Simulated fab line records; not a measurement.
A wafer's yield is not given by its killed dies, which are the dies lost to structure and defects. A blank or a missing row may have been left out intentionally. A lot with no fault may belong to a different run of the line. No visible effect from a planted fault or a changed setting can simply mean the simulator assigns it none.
fab line records ; flow sky130
[record] lots = 7; wafers = 21; lastDay = 50
route steps=708 shown METAL5@662 PAD_OPEN@708
lots with no fault: from the same line, run without faults
startH: the number of hours between the record's first day and the start of the first shown wafer of the lot ; waitH: hours since the lot's step before ; " same as the row above ; L1.1+2: a single row standing in for several wafers ; - no value, or no start given ; * or withheld: withheld ; < > ~ a bound
route shown NAME@n: a module of which the file shows steps, and the number in the route of the first ; usual: average and standard deviation across the fault-free wafers ; same: alike in all rows ; chamber/n: place in a boat ; sites: per-site readings ; _std_site: the standard deviation of these ; _edge_site: the outer-site mean with the inner-site mean subtracted ; radiusMm: for every site, how far away it sits from the centre of the wafer ; mask NAME#n: copy n ; behind: the last tool/chamber to shape the wafer ; hold: what put the lot on hold/how long, in hours/how the hold closed ; device: names the non-switching transistor (n, p or np) ; end of line: at the end of the route, the tests of the same wafers ; a step given without rows: its recipe and nothing more ; killed: dies that structure and defects cost at the first sort, which is not the same as the wafer's yield ; map: shows each die of a wafer: x if killed, . if not, _ if none is there
set.NAME: setting as actually run; set.NAME@STEP: the setting as run at that earlier step ; model.NAME: the simulator's own value behind a step, which no gauge read
a table for each step, a row for each wafer; lots at some steps of the route
services: a tool's chamber out of use, with start hour (startH, from the record's first day; less than 0 if before it), hours out, and reason
[[steps]]
[step SKY_METAL5_SPUTTER_01]
[recipe] material = TiN; targetThkNm = 20; powerW = 6500; timeS = 16.7; chamberPressurePa = 0.4
[usual] throttleValvePct = 29.5/1
lot.wafer;tool;chamber;startH;waitH;throttleValvePct
L333.1;pvdSputter-03;-;1014.17;0.0;28.3
L333.5;pvdSputter-03;-;1014.17;0.0;28.4
L333.6;pvdSputter-03;-;1014.17;0.0;28.3
L345.1;pvdSputter-02;-;1100.82;0.0;30.1
L345.3;pvdSputter-02;-;1100.82;0.0;30.4
L345.5;pvdSputter-02;-;1100.82;0.0;29.3
L348.2;pvdSputter-03;-;1110.30;0.0;28.0
L348.5;pvdSputter-03;-;1110.30;0.0;28.2
L348.6;pvdSputter-03;-;1110.30;0.0;30.0
L350.1;pvdSputter-01;-;1119.81;0.0;28.6
L350.2;pvdSputter-01;-;1119.81;0.0;30.9
L350.6;pvdSputter-01;-;1119.81;0.0;28.7
L349.2;pvdSputter-03;-;1121.31;0.0;28.2
L349.5;pvdSputter-03;-;1121.31;0.0;28.1
L349.6;pvdSputter-03;-;1121.31;0.0;28.4
L351.3;pvdSputter-01;-;1129.24;0.0;30.5
L351.4;pvdSputter-01;-;1129.24;0.0;28.5
L351.5;pvdSputter-01;-;1129.24;0.0;28.6
L353.4;pvdSputter-02;-;1135.09;0.0;30.6
L353.5;pvdSputter-02;-;1135.09;0.0;30.6
L353.6;pvdSputter-02;-;1135.09;0.0;30.7
[step SKY_METAL5_SPUTTER_02]
[recipe] material = AlCu; targetThkNm = 1150; powerW = 10600; timeS = 59.67; chamberPressurePa = 0.4
[usual] throttleValvePct = 29.5/1
lot.wafer;tool;chamber;startH;waitH;throttleValvePct
L333.1;pvdSputter-03;-;1014.20;0.0;28.1
L333.5;pvdSputter-03;-;1014.20;0.0;28.0
L333.6;pvdSputter-03;-;1014.20;0.0;28.3
L345.1;pvdSputter-02;-;1100.85;0.0;30.3
L345.3;pvdSputter-02;-;1100.85;0.0;30.6
L345.5;pvdSputter-02;-;1100.85;0.0;29.5
L348.2;pvdSputter-03;-;1110.33;0.0;28.0
L348.5;pvdSputter-03;-;1110.33;0.0;28.6
L348.6;pvdSputter-03;-;1110.33;0.0;29.9
L350.1;pvdSputter-01;-;1119.84;0.0;28.6
L350.2;pvdSputter-01;-;1119.84;0.0;30.4
L350.6;pvdSputter-01;-;1119.84;0.0;28.6
L349.2;pvdSputter-03;-;1121.34;0.0;28.1
L349.5;pvdSputter-03;-;1121.34;0.0;28.1
L349.6;pvdSputter-03;-;1121.34;0.0;28.2
L351.3;pvdSputter-01;-;1129.26;0.0;30.3
L351.4;pvdSputter-01;-;1129.26;0.0;28.6
L351.5;pvdSputter-01;-;1129.26;0.0;28.5
L353.4;pvdSputter-02;-;1135.13;0.0;30.5
L353.5;pvdSputter-02;-;1135.13;0.0;30.7
L353.6;pvdSputter-02;-;1135.13;0.0;30.8
[step SKY_METAL5_SPUTTER_03]
[recipe] material = Ti; targetThkNm = 5; powerW = 3000; timeS = 3.3; chamberPressurePa = 0.4
[usual] throttleValvePct = 29.5/1
lot.wafer;tool;chamber;startH;waitH;throttleValvePct
L333.1;pvdSputter-03;-;1014.25;0.0;28.2
L333.5;pvdSputter-03;-;1014.25;0.0;28.2
L333.6;pvdSputter-03;-;1014.25;0.0;28.0
L345.1;pvdSputter-02;-;1100.90;0.0;30.4
L345.3;pvdSputter-02;-;1100.90;0.0;30.5
L345.5;pvdSputter-02;-;1100.90;0.0;29.3
L348.2;pvdSputter-03;-;1110.38;0.0;28.1
L348.5;pvdSputter-03;-;1110.38;0.0;28.3
L348.6;pvdSputter-03;-;1110.38;0.0;30.0
L350.1;pvdSputter-01;-;1119.89;0.0;28.7
L350.2;pvdSputter-01;-;1119.89;0.0;30.5
L350.6;pvdSputter-01;-;1119.89;0.0;28.6
L349.2;pvdSputter-03;-;1121.39;0.0;28.0
L349.5;pvdSputter-03;-;1121.39;0.0;28.2
L349.6;pvdSputter-03;-;1121.39;0.0;28.1
L351.3;pvdSputter-01;-;1129.31;0.0;30.4
L351.4;pvdSputter-01;-;1129.31;0.0;28.2
L351.5;pvdSputter-01;-;1129.31;0.0;28.5
L353.4;pvdSputter-02;-;1135.17;0.0;30.6
L353.5;pvdSputter-02;-;1135.17;0.0;30.1
L353.6;pvdSputter-02;-;1135.17;0.0;30.6
[step SKY_METAL5_SPUTTER_04]
[recipe] material = TiN; targetThkNm = 70; powerW = 6500; timeS = 58.3; chamberPressurePa = 0.4
[usual] throttleValvePct = 29.5/1
lot.wafer;tool;chamber;startH;waitH;throttleValvePct
L333.1;pvdSputter-03;-;1014.27;0.0;28.3
L333.5;pvdSputter-03;-;1014.27;0.0;28.5
L333.6;pvdSputter-03;-;1014.27;0.0;28.2
L345.1;pvdSputter-02;-;1100.91;0.0;30.5
L345.3;pvdSputter-02;-;1100.91;0.0;30.7
L345.5;pvdSputter-02;-;1100.91;0.0;29.3
L348.2;pvdSputter-03;-;1110.40;0.0;28.2
L348.5;pvdSputter-03;-;1110.40;0.0;28.1
L348.6;pvdSputter-03;-;1110.40;0.0;30.2
L350.1;pvdSputter-01;-;1119.91;0.0;28.1
L350.2;pvdSputter-01;-;1119.91;0.0;30.7
L350.6;pvdSputter-01;-;1119.91;0.0;28.3
L349.2;pvdSputter-03;-;1121.41;0.0;28.3
L349.5;pvdSputter-03;-;1121.41;0.0;28.4
L349.6;pvdSputter-03;-;1121.41;0.0;28.3
L351.3;pvdSputter-01;-;1129.33;0.0;30.3
L351.4;pvdSputter-01;-;1129.33;0.0;28.5
L351.5;pvdSputter-01;-;1129.33;0.0;28.4
L353.4;pvdSputter-02;-;1135.20;0.0;30.8
L353.5;pvdSputter-02;-;1135.20;0.0;30.2
L353.6;pvdSputter-02;-;1135.20;0.0;30.9
[step SKY_METAL5_RS_MEAS_05]
[recipe] thkMeasGauge = four-point-probe; reads = TiN_of_METAL5_SPUTTER_04+Ti_of_METAL5_SPUTTER_03+AlCu_of_METAL5_SPUTTER_02+TiN_of_METAL5_SPUTTER_01+Ti_of_METAL5_SPUTTER_00
[usual] METAL5_ALCU_RS = 0.0279/0.00041
lot.wafer;tool;chamber;startH;waitH;METAL5_ALCU_RS[ohm/sq]
L333.1;filmMetro-02;-;1014.32;0.0;0.0277
L333.5;filmMetro-02;-;1014.32;0.0;0.0277
L333.6;filmMetro-02;-;1014.32;0.0;0.0277
L345.1;filmMetro-03;-;1100.96;0.0;0.0280
L345.3;filmMetro-03;-;1100.96;0.0;0.0284
L345.5;filmMetro-03;-;1100.96;0.0;0.0281
L348.2;filmMetro-04;-;1110.47;0.0;0.0275
L348.5;filmMetro-04;-;1110.47;0.0;0.0279
L348.6;filmMetro-04;-;1110.47;0.0;0.0278
L350.1;filmMetro-04;-;1119.96;0.0;0.0273
L350.2;filmMetro-04;-;1119.96;0.0;0.0278
L350.6;filmMetro-04;-;1119.96;0.0;0.0274
L349.2;filmMetro-04;-;1121.48;0.0;0.0273
L349.5;filmMetro-04;-;1121.48;0.0;0.0279
L349.6;filmMetro-04;-;1121.48;0.0;0.0273
L351.3;filmMetro-04;-;1129.42;0.1;0.0283
L351.4;filmMetro-04;-;1129.42;0.1;0.0278
L351.5;filmMetro-04;-;1129.42;0.1;0.0279
L353.4;filmMetro-02;-;1135.28;0.1;0.0285
L353.5;filmMetro-02;-;1135.28;0.1;0.0281
L353.6;filmMetro-02;-;1135.28;0.1;0.0283
[step SKY_METAL5_THK_MEAS_06]
[recipe] thkMeasGauge = xrf; reads = AlCu_of_METAL5_SPUTTER_02
[usual] METAL5_ALCU_THK = 1124/18
lot.wafer;tool;chamber;startH;waitH;METAL5_ALCU_THK[nm]
L333.1;filmMetro-02;-;1014.44;0.1;1131
L333.5;filmMetro-02;-;1014.44;0.1;1140
L333.6;filmMetro-02;-;1014.44;0.1;1134
L345.1;filmMetro-03;-;1101.08;0.1;1101
L345.3;filmMetro-03;-;1101.08;0.1;1089
L345.5;filmMetro-03;-;1101.08;0.1;1103
L348.2;filmMetro-04;-;1110.58;0.1;1138
L348.5;filmMetro-04;-;1110.58;0.1;1118
L348.6;filmMetro-04;-;1110.58;0.1;1121
L350.1;filmMetro-04;-;1120.08;0.1;1146
L350.2;filmMetro-04;-;1120.08;0.1;1127
L350.6;filmMetro-04;-;1120.08;0.1;1147
L349.2;filmMetro-04;-;1121.59;0.1;1149
L349.5;filmMetro-04;-;1121.59;0.1;1125
L349.6;filmMetro-04;-;1121.59;0.1;1148
L351.3;filmMetro-04;-;1129.52;0.1;1115
L351.4;filmMetro-04;-;1129.52;0.1;1131
L351.5;filmMetro-04;-;1129.52;0.1;1131
L353.4;filmMetro-02;-;1135.37;0.1;1098
L353.5;filmMetro-02;-;1135.37;0.1;1114
L353.6;filmMetro-02;-;1135.37;0.1;1109
[step SKY_METAL5_DEHYDRATE_07]
[recipe] tempC = 200; timeS = 60
[step SKY_METAL5_HMDS_08]
[recipe] primeTimeS = 60; primeTempC = 120
[step SKY_METAL5_COAT_09]
[recipe] resist = NOVOLAK; spinRpm = 3000; resistThkNm = 1800
[step SKY_METAL5_SOFTBAKE_10]
[recipe] tempC = 90; timeS = 60; resist = NOVOLAK
[step SKY_METAL5_EXPOSE_11]
[recipe] maskId = MM5; na = 0.6; sourceShape = conventional; sigmaOuter = 0.6; polarization = unpolarized; targetCdNm = 1600; doseMj = 190
[step SKY_METAL5_PEB_12]
[recipe] tempC = withheld; timeS = *; resist = NOVOLAK
[step SKY_METAL5_DEVELOP_13]
[recipe] resist = NOVOLAK; developer = TMAH; developTimeS = 60; devTempC = 23
lot.wafer;tool;chamber;startH;waitH
L333.1+5+6;lithoTrack-02;0;1036.87;0.1
L345.1+3+5;lithoTrack-03;0;1119.66;0.1
L348.2+5+6;lithoTrack-02;0;1128.05;0.1
L350.1+2+6;lithoTrack-02;0;1138.77;0.1
L349.2+5+6;lithoTrack-02;0;1140.20;0.1
L351.3+4+5;lithoTrack-03;0;1148.11;0.1
L353.4+5+6;lithoTrack-03;0;1153.54;0.1
[step SKY_METAL5_DESCUM_14]
[recipe] chemistry = O2; sourcePowerW = 150; biasPowerW = 0; pressureMtorr = 10; tempC = 40; timeS = 11
[usual] drypumpMotorCurrentA = 5.7/0.49; oesProductAu = 0.998/0.013
lot.wafer;tool;chamber;startH;waitH;drypumpMotorCurrentA;oesProductAu;rfHoursCounterH;model.METAL5.cdNm
L333.1;rieMetal-01;1;1037.02;0.1;6.3;1.001;20;1602
L333.5;rieMetal-01;0;1037.02;0.1;6.3;1.015;-;1602
L333.6;rieMetal-01;1;1037.02;0.1;6.3;0.998;-;1604
L345.1;rieMetal-02;0;1119.81;0.1;5.9;0.988;15;1597
L345.3;rieMetal-02;0;1119.81;0.1;5.9;0.993;-;1597
L345.5;rieMetal-02;1;1119.81;0.1;5.9;1.001;-;1597
L348.2;rieMetal-02;0;1128.17;0.1;5.8;0.997;16;1620
L348.5;rieMetal-02;0;1128.17;0.1;5.8;0.993;-;1619
L348.6;rieMetal-02;1;1128.17;0.1;5.9;1.006;-;1619
L350.1;rieMetal-01;0;1138.92;0.1;6.3;1.009;18;1619
L350.2;rieMetal-01;0;1138.92;0.1;6.3;1.009;-;1617
L350.6;rieMetal-01;0;1138.92;0.1;6.4;1.001;-;1617
L349.2;rieMetal-02;1;1140.32;0.1;5.9;1.007;28;1617
L349.5;rieMetal-02;0;1140.32;0.1;5.8;0.993;-;1618
L349.6;rieMetal-02;1;1140.32;0.1;5.9;1.012;-;1617
L351.3;rieMetal-03;0;1148.23;0.1;5.5;0.978;-;1598
L351.4;rieMetal-03;1;1148.23;0.1;5.0;1.009;-;1599
L351.5;rieMetal-03;1;1148.23;0.1;5.0;1.000;-;1598
L353.4;rieMetal-03;0;1153.63;0.1;5.6;0.979;-;1599
L353.5;rieMetal-03;1;1153.63;0.1;5.0;1.006;-;1598
L353.6;rieMetal-03;0;1153.63;0.1;5.6;0.978;-;1600
[step SKY_METAL5_METAL_ETCH_15]
[recipe] targetDepthA = 12600; stopOn = SiO2; overEtchFrac = 0.2; timeS = 239.8; chemistry = Cl2/BCl3; resistSidewallDeg = 86; pressureMtorr = 10; icpW = 900; biasW = 48.5; Cl2_flow_sccm = 60; bcl3FlowSccm = 30
[usual] drypumpMotorCurrentA = 5.7/0.48; oesProductAu = 0.914/0.0085; throttleValvePct = 22.264/0.0085
lot.wafer;tool;chamber;startH;waitH;drypumpMotorCurrentA;oesProductAu;rfHoursCounterH;throttleValvePct;model.METAL5.cdNm
L333.1;rieMetal-01;1;1037.05;0.0;6.3;0.922;20;22.278;1603
L333.5;rieMetal-01;0;1037.05;0.0;6.3;0.924;-;22.258;1613
L333.6;rieMetal-01;1;1037.05;0.0;6.3;0.921;-;22.277;1604
L345.1;rieMetal-02;0;1119.85;0.0;5.9;0.915;15;22.260;1607
L345.3;rieMetal-02;0;1119.85;0.0;5.9;0.908;-;22.268;1608
L345.5;rieMetal-02;1;1119.85;0.0;5.9;0.909;-;22.274;1598
L348.2;rieMetal-02;0;1128.20;0.0;5.9;0.918;16;22.260;1633
L348.5;rieMetal-02;0;1128.20;0.0;5.8;0.915;-;22.261;1628
L348.6;rieMetal-02;1;1128.20;0.0;5.9;0.916;-;22.274;1622
L350.1;rieMetal-01;0;1138.99;0.1;6.3;0.931;18;22.259;1638
L350.2;rieMetal-01;0;1138.99;0.1;6.3;0.915;-;22.273;1634
L350.6;rieMetal-01;0;1138.99;0.1;6.3;0.921;-;22.258;1635
L349.2;rieMetal-02;1;1140.35;0.0;6.0;0.922;28;22.274;1619
L349.5;rieMetal-02;0;1140.35;0.0;5.9;0.913;-;22.264;1633
L349.6;rieMetal-02;1;1140.35;0.0;6.0;0.928;-;22.273;1623
L351.3;rieMetal-03;0;1148.33;0.1;5.6;0.905;-;22.272;1604
L351.4;rieMetal-03;1;1148.33;0.1;5.0;0.921;-;22.261;1597
L351.5;rieMetal-03;1;1148.33;0.1;5.0;0.909;-;22.269;1593
L353.4;rieMetal-03;0;1153.73;0.1;5.6;0.907;-;22.260;1611
L353.5;rieMetal-03;1;1153.73;0.1;5.0;0.909;-;22.273;1597
L353.6;rieMetal-03;0;1153.73;0.1;5.6;0.907;-;22.269;1612
[step SKY_METAL5_STRIP_16]
[recipe] chemistry = O2/N2; powerW = 1400; pressureMtorr = 1500; platenTempC = withheld; o2FlowSccm = 3000; n2FlowSccm = 300; overashFraction = 0.5
[usual] drypumpMotorCurrentA = 6.02/0.23; oesProductAu = 0.711/0.0046; stripTimeToEndpointS = 13.50/0.17
[same] overashFraction = 0.5
lot.wafer;tool;chamber;startH;waitH;drypumpMotorCurrentA;oesProductAu;rfHoursCounterH;stripTimeToEndpointS
L333.1;plasmaAsher-01;0;1037.29;0.2;6.14;0.712;121;13.75
L333.5;plasmaAsher-01;0;1037.29;0.2;6.14;0.709;-;13.31
L333.6;plasmaAsher-01;1;1037.29;0.2;6.08;0.712;-;13.73
L345.1;plasmaAsher-04;0;1120.08;0.2;6.00;0.713;34;13.60
L345.3;plasmaAsher-04;0;1120.08;0.2;5.99;0.709;-;13.54
L345.5;plasmaAsher-04;1;1120.08;0.2;6.29;0.721;-;13.31
L348.2;plasmaAsher-01;0;1128.44;0.2;6.16;0.712;6;13.51
L348.5;plasmaAsher-01;0;1128.44;0.2;6.16;0.706;-;13.64
L348.6;plasmaAsher-01;1;1128.44;0.2;6.10;0.715;-;13.42
L350.1;plasmaAsher-04;0;1139.46;0.4;5.98;0.709;36;13.38
L350.2;plasmaAsher-04;1;1139.46;0.4;6.31;0.712;36;13.46
L350.6;plasmaAsher-04;1;1139.46;0.4;6.29;0.712;-;13.48
L349.2;plasmaAsher-02;1;1140.59;0.2;5.53;0.711;71;13.29
L349.5;plasmaAsher-02;0;1140.59;0.2;5.94;0.710;-;13.63
L349.6;plasmaAsher-02;1;1140.59;0.2;5.49;0.712;-;13.33
L351.3;plasmaAsher-02;1;1148.52;0.1;5.54;0.712;-;13.55
L351.4;plasmaAsher-02;0;1148.52;0.1;5.87;0.717;-;13.26
L351.5;plasmaAsher-02;0;1148.52;0.1;5.89;0.704;-;13.30
L353.4;plasmaAsher-04;0;1153.92;0.1;5.99;0.713;-;13.65
L353.5;plasmaAsher-04;1;1153.92;0.1;6.31;0.716;-;13.36
L353.6;plasmaAsher-04;0;1153.92;0.1;5.97;0.718;-;13.61
[step SKY_PAD_OPEN_PROBE_99]
[usual] defectLimitedYield = 82.5/1.9; killed_at_M0_to_M3 = 44/7.3; killed_at_M4_up = 3.1/1.9; killedAtContacts = 24/5.3; killedAtFrontEnd = 15/4; killedAtOther = 0.4/0.6; killedDies = 86/9.2; killedOpen = 47/6.9; killedShort = 39/6.9; sort_bin_3_pad_short = 0.8/0.41; sort_bin_5_function = 10.6/1.5; sort_bin_6_memory = 6.1/1.1; sortNPass = 406/9.2; sortYieldPct = 82.5/1.9
[same] grossDies = 492; killedAtBackSide = 0; sort_bin_4_leakage[%] = 0; sort_bin_8_speed[%] = 0
lot.wafer;tool;chamber;startH;waitH;defectLimitedYield[%];killed_at_M0_to_M3;killed_at_M4_up;killedAtContacts;killedAtFrontEnd;killedAtOther;killedDies;killedOpen;killedShort;sort_bin_3_pad_short[%];sort_bin_5_function[%];sort_bin_6_memory[%];sortNPass;sortYieldPct[%];model.etest.met5.widthNm
L333.1;prober-02;-;1082.29;0.1;84.8;35;1;22;16;1;75;42;33;0.6;9.8;4.9;417;84.8;1602
L333.5;prober-02;-;1082.49;0.2;82.3;42;1;26;18;0;87;46;41;0.4;12.6;4.7;405;82.3;1615
L333.6;prober-02;-;1082.54;0.2;84.3;44;3;18;12;0;77;39;38;0.2;10.6;4.9;415;84.3;1606
L345.1;prober-02;-;1160.99;0.1;82.1;39;5;22;22;0;88;56;31;0.4;11.0;6.5;404;82.1;1606
L345.3;prober-02;-;1161.09;0.2;83.1;46;1;25;11;0;83;48;34;0.6;11.2;5.1;409;83.1;1611
L345.5;prober-02;-;1161.19;0.2;82.5;42;2;29;12;1;86;45;41;1.2;10.0;6.3;406;82.5;1602
L348.2;prober-02;-;1168.95;0.1;83.9;36;6;17;19;1;79;43;36;1.6;8.7;5.7;413;83.9;1632
L348.5;prober-02;-;1169.10;0.2;83.7;50;3;16;11;0;80;44;36;1.4;8.5;6.3;412;83.7;1628
L348.6;prober-02;-;1169.15;0.2;79.9;38;5;35;21;0;99;42;57;1.4;11.4;7.3;393;79.9;1623
L350.1;prober-02;-;1178.09;0.1;83.5;43;3;21;13;1;81;44;37;1.4;9.6;5.5;411;83.5;1636
L350.2;prober-02;-;1178.14;0.1;85.2;34;2;26;11;0;73;41;32;0.8;9.3;4.7;419;85.2;1637
L350.6;prober-02;-;1178.34;0.2;84.3;31;4;27;14;1;77;50;26;0.6;10.2;4.9;415;84.3;1634
L349.2;prober-01;-;1179.59;0.1;82.3;38;3;30;16;0;87;42;45;0.8;10.6;6.3;405;82.3;1620
L349.5;prober-01;-;1179.74;0.2;80.7;54;4;23;14;0;95;40;55;2.0;10.6;6.7;397;80.7;1632
L349.6;prober-01;-;1179.79;0.2;81.7;36;3;24;27;0;90;40;50;0.6;10.8;6.9;402;81.7;1622
L351.3;prober-02;-;1186.20;0.2;82.7;43;2;30;10;0;85;51;34;1.4;10.4;5.5;407;82.7;1605
L351.4;prober-02;-;1186.25;0.2;86.0;45;3;14;7;0;69;44;25;1.0;7.9;5.1;423;86.0;1599
L351.5;prober-02;-;1186.30;0.2;82.9;42;3;19;19;1;84;41;42;0.8;9.1;7.1;408;82.9;1595
L353.4;prober-02;-;1190.92;0.2;82.1;48;2;20;17;1;88;48;40;0.6;10.2;7.1;404;82.1;1612
L353.5;prober-02;-;1190.97;0.2;79.5;51;6;22;22;0;101;67;34;0.6;12.0;7.9;391;79.5;1596
L353.6;prober-02;-;1191.02;0.2;82.5;58;2;15;11;0;86;55;31;1.0;11.0;5.5;406;82.5;1614
// killed by level:class
L333.1 VIA1:geometricParticle:open=9 CONTACT:geometricParticle:open=8 LI_CONTACT:geometricParticle:open=7 FIELD_ISO:geometricParticle:short=6 VIA3:geometricParticle:open=5 FIELD_ISO:geometricParticle:open=4 VIA1:geometricParticle:short=4 METAL2:geometricParticle:short=4
L333.5 VIA3:geometricParticle:open=9 CONTACT:geometricParticle:short=8 VIA2:geometricParticle:open=8 METAL2:geometricParticle:short=6 LOCAL_INTERCONNECT:geometricParticle:short=6 CONTACT:geometricParticle:open=6 POLY_GATE:geometricParticle:open=5 VIA1:geometricParticle:open=5
L333.6 VIA1:geometricParticle:open=14 LI_CONTACT:geometricParticle:open=6 METAL2:geometricParticle:short=6 VIA3:geometricParticle:short=5 CONTACT:geometricParticle:short=5 VIA2:geometricParticle:open=5 CONTACT:geometricParticle:open=4 METAL1:geometricParticle:short=4
L345.1 CONTACT:geometricParticle:open=14 VIA1:geometricParticle:open=9 POLY_GATE:geometricParticle:open=8 VIA2:geometricParticle:open=7 METAL2:geometricParticle:short=7 FIELD_ISO:geometricParticle:open=6 VIA3:geometricParticle:open=5 METAL4:geometricParticle:short=5
L345.3 VIA1:geometricParticle:open=14 CONTACT:geometricParticle:open=10 METAL1:geometricParticle:short=8 VIA2:geometricParticle:open=7 FIELD_ISO:geometricParticle:open=6 LI_CONTACT:geometricParticle:open=6 CONTACT:geometricParticle:short=5 FIELD_ISO:geometricParticle:short=4
L345.5 CONTACT:geometricParticle:open=10 VIA1:geometricParticle:open=9 VIA3:geometricParticle:open=8 LOCAL_INTERCONNECT:geometricParticle:short=6 FIELD_ISO:geometricParticle:open=5 VIA1:geometricParticle:short=5 CONTACT:geometricParticle:short=5 METAL1:geometricParticle:short=5
L348.2 LI_CONTACT:geometricParticle:open=8 VIA2:geometricParticle:open=7 FIELD_ISO:geometricParticle:open=5 METAL4:geometricParticle:short=5 VIA3:geometricParticle:open=5 VIA1:geometricParticle:open=5 VIA1:geometricParticle:short=5 VIA2:geometricParticle:short=4
L348.5 VIA1:geometricParticle:open=11 VIA2:geometricParticle:open=9 VIA3:geometricParticle:open=6 CONTACT:geometricParticle:open=6 METAL2:geometricParticle:short=6 METAL3:geometricParticle:short=5 FIELD_ISO:geometricParticle:open=4 VIA3:geometricParticle:short=4
L348.6 METAL1:geometricParticle:short=9 METAL2:geometricParticle:short=9 LI_CONTACT:geometricParticle:open=7 LOCAL_INTERCONNECT:geometricParticle:short=7 CONTACT:geometricParticle:short=7 CONTACT:geometricParticle:open=7 FIELD_ISO:geometricParticle:open=6 POLY_GATE:geometricParticle:short=6
L350.1 VIA1:geometricParticle:open=11 METAL2:geometricParticle:short=7 VIA3:geometricParticle:open=7 CONTACT:geometricParticle:open=6 FIELD_ISO:geometricParticle:short=5 POLY_GATE:geometricParticle:open=5 LOCAL_INTERCONNECT:geometricParticle:short=5 VIA2:geometricParticle:open=5
L350.2 CONTACT:geometricParticle:open=13 VIA1:geometricParticle:short=6 VIA1:geometricParticle:open=6 VIA3:geometricParticle:open=5 LOCAL_INTERCONNECT:geometricParticle:short=5 CONTACT:geometricParticle:short=5 VIA2:geometricParticle:open=3 FIELD_ISO:geometricParticle:short=3
L350.6 VIA1:geometricParticle:open=9 VIA2:geometricParticle:open=7 LI_CONTACT:geometricParticle:open=7 CONTACT:geometricParticle:open=7 FIELD_ISO:geometricParticle:open=6 LOCAL_INTERCONNECT:geometricParticle:short=5 VIA3:geometricParticle:open=5 POLY_GATE:geometricParticle:open=4
L349.2 CONTACT:geometricParticle:open=11 CONTACT:geometricParticle:short=10 VIA3:geometricParticle:open=8 METAL1:geometricParticle:short=6 FIELD_ISO:geometricParticle:short=5 LI_CONTACT:geometricParticle:open=5 METAL3:geometricParticle:short=5 VIA3:geometricParticle:short=5
L349.5 CONTACT:geometricParticle:open=13 METAL2:geometricParticle:short=12 METAL1:geometricParticle:short=10 VIA3:geometricParticle:open=7 VIA2:geometricParticle:open=6 FIELD_ISO:geometricParticle:short=5 LOCAL_INTERCONNECT:geometricParticle:short=4 VIA1:geometricParticle:open=4
L349.6 METAL1:geometricParticle:short=8 FIELD_ISO:geometricParticle:open=7 FIELD_ISO:geometricParticle:short=7 POLY_GATE:geometricParticle:short=6 CONTACT:geometricParticle:open=6 LI_CONTACT:geometricParticle:open=6 VIA1:geometricParticle:open=6 CONTACT:geometricParticle:short=5
L351.3 VIA1:geometricParticle:open=11 CONTACT:geometricParticle:open=10 VIA2:geometricParticle:open=9 LI_CONTACT:geometricParticle:open=8 VIA2:geometricParticle:short=5 POLY_GATE:geometricParticle:open=4 LOCAL_INTERCONNECT:geometricParticle:short=4 CONTACT:geometricParticle:short=4
L351.4 VIA1:geometricParticle:open=10 VIA3:geometricParticle:open=9 VIA2:geometricParticle:open=5 METAL1:geometricParticle:short=5 FIELD_ISO:geometricParticle:open=4 LI_CONTACT:geometricParticle:open=4 METAL2:geometricParticle:short=4 LI_CONTACT:geometricParticle:short=3
L351.5 VIA1:geometricParticle:open=12 POLY_GATE:geometricParticle:short=9 CONTACT:geometricParticle:open=7 LI_CONTACT:geometricParticle:open=6 METAL2:geometricParticle:short=6 VIA2:geometricParticle:open=6 FIELD_ISO:geometricParticle:open=4 METAL1:geometricParticle:short=4
L353.4 VIA1:geometricParticle:open=12 LI_CONTACT:geometricParticle:open=8 METAL2:geometricParticle:short=6 VIA2:geometricParticle:open=6 VIA3:geometricParticle:open=6 FIELD_ISO:geometricParticle:short=5 CONTACT:geometricParticle:short=4 METAL3:geometricParticle:short=4
L353.5 VIA2:geometricParticle:open=15 VIA1:geometricParticle:open=11 CONTACT:geometricParticle:open=9 FIELD_ISO:geometricParticle:open=7 METAL2:geometricParticle:short=7 SPACER:geometricParticle:open=6 LI_CONTACT:geometricParticle:open=6 CONTACT:geometricParticle:short=5
L353.6 VIA1:geometricParticle:open=20 VIA3:geometricParticle:open=10 VIA2:geometricParticle:open=6 VIA2:geometricParticle:short=5 LI_CONTACT:geometricParticle:open=5 FIELD_ISO:geometricParticle:open=4 POLY_GATE:geometricParticle:open=4 LOCAL_INTERCONNECT:geometricParticle:short=4
[[services]]
tool;chamber;startH;hours;kind
pvdSputter-01;0;994.18;-;consumableReplace:kit
pvdSputter-01;0;994.18;18.0;scheduledDown
pvdSputter-01;0;994.18;18.0;ventCycle
rieMetal-02;0;1014.15;1.0;repair
pvdSputter-02;1;1027.52;-;consumableReplace:kit
pvdSputter-02;1;1027.52;18.0;scheduledDown
pvdSputter-02;1;1027.52;18.0;ventCycle
pvdSputter-03;-;1035.44;1.0;repair
rieMetal-01;1;1040.23;2.7;repair
rieMetal-02;-;1044.14;2.8;pm
plasmaAsher-01;-;1055.25;9.0;pm
pvdSputter-01;-;1066.16;3.6;repair
pvdSputter-01;-;1078.77;29.8;repair
plasmaAsher-02;-;1081.92;1.0;repair
pvdSputter-01;-;1107.82;5.8;repair
pvdSputter-02;-;1108.51;8.5;repair
pvdSputter-03;3;1113.68;-;consumableReplace:kit
pvdSputter-03;3;1113.68;18.0;scheduledDown
pvdSputter-03;3;1113.68;18.0;ventCycle
plasmaAsher-04;-;1113.86;2.3;repair
pvdSputter-02;0;1128.77;-;consumableReplace:kit
plasmaAsher-02;-;1129.80;4.1;repair
pvdSputter-02;-;1139.44;15.2;repair
plasmaAsher-04;-;1141.20;5.0;repair
[[key]]
firstSign none at tools or gauges
[modelEffect] step = SKY_METAL5_DESCUM_14; value = METAL5.cdNm; without = 1599; struck = 1618
[modelEffect] step = SKY_METAL5_METAL_ETCH_15; value = METAL5.cdNm; without = 1610; struck = 1629
[modelEffect] step = SKY_PAD_OPEN_PROBE_99; value = etest.met5.widthNm; without = 1610; struck = 1629
metAt SKY_METAL5_DEVELOP_13
struckWafers L348.2,L348.5,L348.6,L349.2,L349.5,L349.6,L350.1,L350.2,L350.6
onsetBetween 1036.87 1128.05
[fault] kind = processParameterDrift; tool = lithoTrack-02; chamber = -; onsetH = 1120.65; steps = SKY_METAL5_DEVELOP_13; channel = developTimeS; offset = *; shape = step; endH = 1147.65; actsIn = *; stated = *
